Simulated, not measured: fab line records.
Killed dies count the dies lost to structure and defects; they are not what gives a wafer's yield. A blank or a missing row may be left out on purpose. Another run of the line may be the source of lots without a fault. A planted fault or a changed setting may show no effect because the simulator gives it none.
The tool behind it: which one? ; flow sky130 ; 10 lots with 30 wafers sampled at 2 steps, on a route of 708 steps

## WHAT EACH GAUGE READ, for each wafer
SKY_METAL1_RS_MEAS_05: uses a four-point probe to measure.
lot;measured;on;METAL1_ALCU_RS (ohm/sq)
L691;day 33 09:28;film metro-01;0.1249 0.1258 0.1253
L693;day 33 10:03;film metro-01;0.1248 0.1274 0.1259
L692;day 33 11:25;film metro-04;0.1261 0.1251 0.1256
L695;day 34 23:36;film metro-04;0.1273 0.1256 0.1271
L698;day 35 16:04;film metro-04;0.3027 0.2911 0.3032
L701;day 36 11:34;film metro-03;0.3035 0.3005 0.3015
L704;day 37 16:35;film metro-04;0.1271 0.1269 0.1287
L706;day 37 21:14;film metro-01;0.1284 0.1285 0.1288
L707;day 38 01:27;film metro-04;0.1270 0.1285 0.1267
L708;day 38 16:41;film metro-04;0.1278 0.1284 0.1276

## WHAT TOOL EACH LOT RAN ON (gives the tool, then ch and the chambers of the sampled wafers, and finally the start)
lot;SKY_METAL1_SPUTTER_02
L691;pvd sputter-01, day 33 09:23
L693;pvd sputter-04, day 33 09:58
L692;pvd sputter-02, day 33 11:19
L695;pvd sputter-02, day 34 23:28
L698;pvd sputter-02, day 35 15:59
L701;pvd sputter-02, day 36 11:26
L704;pvd sputter-04, day 37 16:29
L706;pvd sputter-01, day 37 21:07
L707;pvd sputter-01, day 38 01:19
L708;pvd sputter-04, day 38 16:35
- SKY_METAL1_SPUTTER_02: material AlCu, target thk 250 nm, time 13.3 s.

## THE ANSWER, worked out from the rows above alone
Rule: the usual values come from the lots themselves. The widest of any qualifying gaps counts: lots, ordered by their means at a reading, are off when they make up no more than a third of the lots, leave a main group of 4 or more, and stand apart from it by 3 or more times the standard deviation of that group's means. Not used: any main group whose means are identical at the precision the tables above print for the reading. Also off: a lot with no number at a reading for which 4 or more lots have one. Any other lot the step has rows for is counted as sound.
Off: at SKY_METAL1_RS_MEAS_05 (METAL1_ALCU_RS), L698, L701. Main group: mean 0.1269 ohm/sq, sd 0.0011.
If a tool, at a process step before that reading, ran all the lots that are off and no sound lot after the first of them, it fits. The gauges at SKY_METAL1_RS_MEAS_05 are tried like those tools. One fits: SKY_METAL1_SPUTTER_02 on pvd sputter-02. A fault onset in the window from L695 (day 34 23:28, its last sound lot) to L698 (day 35 15:59, its first lot off) fits.

## WHAT THE SIMULATOR PUT IN
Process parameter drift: pvd sputter-02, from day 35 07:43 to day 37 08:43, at SKY_METAL1_SPUTTER_02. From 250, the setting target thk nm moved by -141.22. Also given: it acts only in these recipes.
Struck lots among those shown: L698, L701. The rule given above showed the same thing.
